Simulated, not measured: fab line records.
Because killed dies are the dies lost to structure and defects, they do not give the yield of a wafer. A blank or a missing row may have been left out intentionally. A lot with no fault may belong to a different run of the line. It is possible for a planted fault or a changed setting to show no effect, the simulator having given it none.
Which tool was responsible?	flow sfqLine	14 lots (42 wafers sampled), 1 step of a 325-step route

## WHAT EACH GAUGE READ, for each wafer
SFQ_M1_RS_MEAS_909: the measuring method here is four-point-probe.
lot	measured	on	M1_NB_RS (ohm/sq)
L332	day 18 00:59	filmMetro-04	0.879 0.877 0.879
L333	day 18 18:34	filmMetro-01	0.903 0.891 0.892
L334	day 19 01:43	filmMetro-04	0.904 0.900 0.906
L335	day 19 13:07	filmMetro-03	0.905 0.908 0.902
L337	day 20 20:40	filmMetro-04	0.886 0.893 0.895
L338	day 21 12:13	filmMetro-03	0.888 0.884 0.887
L346	day 23 18:37	filmMetro-03	0.888 0.884 0.886
L347	day 24 19:00	filmMetro-03	0.889 0.880 0.889
L348	day 25 04:38	filmMetro-01	0.886 0.894 0.893
L349	day 25 20:17	filmMetro-03	0.898 0.894 0.891
L350	day 26 10:41	filmMetro-04	0.894 0.900 0.896
L351	day 26 23:43	filmMetro-04	0.900 0.896 0.885
L352	day 27 06:43	filmMetro-03	0.898 0.901 0.902
L354	day 27 19:55	filmMetro-03	0.896 0.899 0.898

## WHICH TOOL RAN EACH LOT (tool, then ch and the chambers of the sampled wafers, then the start)
Record: no process step prior to these readings.

## AS READ BY THE TOOLS THEMSELVES (means over the sampled wafers that have a number; for cases with no such wafer, the mark the record gives instead)
The record holds no such reading with a usual standard deviation.

## THE ANSWER, worked out from the rows above alone
Rule: the lots themselves supply what counts as usual. Put in order of their means at a reading, lots are off if they are a third of the lots or fewer, leave a main group of 4 or more, and stand apart from it by a gap of 3 or more times the standard deviation of the main group's means; of several such gaps the widest counts. A main group whose means are all the same, to the digits that the tables above print for the reading, isn't used. Also off: a lot with no number at a reading for which 4 or more lots have one. Any other lot the step has rows for is counted as sound. The gauges are gone through in route order, then the tools' own readings, and for those a lot's mean is taken as printed above. At the first step where some lot is off, the reading lying furthest off is the one used; lots without a number count as furthest.
None of the lots is off at any reading shown; this tells nothing.

## WHAT THE SIMULATOR HAD PUT IN
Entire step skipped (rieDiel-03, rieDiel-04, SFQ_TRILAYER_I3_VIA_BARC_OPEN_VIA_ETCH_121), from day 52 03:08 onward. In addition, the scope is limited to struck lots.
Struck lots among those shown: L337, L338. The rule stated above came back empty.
